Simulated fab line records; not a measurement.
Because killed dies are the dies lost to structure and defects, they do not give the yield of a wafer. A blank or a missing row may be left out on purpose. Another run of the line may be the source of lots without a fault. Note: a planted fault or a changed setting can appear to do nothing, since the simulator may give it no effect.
A struck lot beside a sound one | flow gf180mcu | 14 out of 602 route steps
Sound: the wafers L597.1, L597.2, L597.5. Wafers L603.3, L603.5, L603.6 were the ones struck. The cause comes at the end.
Each step with rows lists, per side, the tool, then ch with its chambers, then its first start. Under that, the readings that differ: sound wafers | struck wafers | difference of the means | sigmas: that difference in standard deviations of wafers without a fault.
alike: readings whose means differ by less than 2 such deviations, and words and numbers that are the same on both sides. not compared: withheld readings, readings that some wafer has no value for, bounds like >300 that may hide the same value, and numbers for which the record gives no deviation and whose values overlap.
The two part at a step that has a row with sigmas, a row that says differs or no value, or rows on one side only. When numbers do not overlap yet have no deviation, they are printed without sigmas and do not part them. Lack of a reading on every wafer of one side parts them only where that side has two or more wafers.

first, 1 step without rows for these wafers: GF_LVPWELL_DEVELOP_06 (develop time 60 s).
GF_LVPWELL_OVL_MEAS_07:
  sound on overlay-02 at day 5 17:49; struck on overlay-01 at day 7 04:10
  alike: LVPWELL_OVL
then, 2 steps without rows for these wafers: GF_LVPWELL_IMPLANT_08; GF_LVPWELL_IMPLANT_09.
GF_LVPWELL_STRIP_10: strips in O2/N2.
  sound on plasma_asher-03 ch 0,1, day 5 18:10; struck on plasma_asher-04 ch 0,1, day 7 04:31
  alike: drypump_motor_current_A, heater_power_w, n2_flow_sccm, oes_product_au, strip_time_to_endpoint_s
  not compared: rf_hours_counter_h
GF_LVPWELL_TW_MEAS_11:
  sound on film_metro-01 at day 5 18:16; struck on film_metro-01 at day 7 04:37
  alike: LVPWELL_TW
then, 6 steps without rows for these wafers: GF_MVSD_DEHYDRATE_00 (time 60 s); GF_MVSD_HMDS_01 (prime time 60 s); GF_MVSD_COAT_02 (resist thk 3000 nm); GF_MVSD_SOFTBAKE_03; GF_MVSD_EXPOSE_04 (exposes mask MVSD, target cd 1000 nm); GF_MVSD_PEB_05.
GF_MVSD_DEVELOP_06: develop time 60 s.
  struck on litho_track-04, day 7 20:00; sound on litho_track-01 ch 0, day 6 09:00
  no value came back on the struck wafers for chill_plate_temp_C (C), develop_time_s (s), developer_temp_C (C), resist_line_temp_C (C); on the sound wafers chill_plate_temp_C (C) reads 23.21 23.29 23.09
GF_MVSD_OVL_MEAS_07:
  sound on overlay-02 at day 6 09:43; struck on overlay-01 at day 7 20:55
  reading       | sound       | struck | difference                    | sigmas
  MVSD_OVL (nm) | 0.5 0.2 2.4 | - - -  | no value on the struck wafers |

WHERE THEY PART
Last at GF_MVSD_OVL_MEAS_07 as far as this record goes, first at GF_MVSD_DEVELOP_06.

WHY: whatever the simulator had introduced
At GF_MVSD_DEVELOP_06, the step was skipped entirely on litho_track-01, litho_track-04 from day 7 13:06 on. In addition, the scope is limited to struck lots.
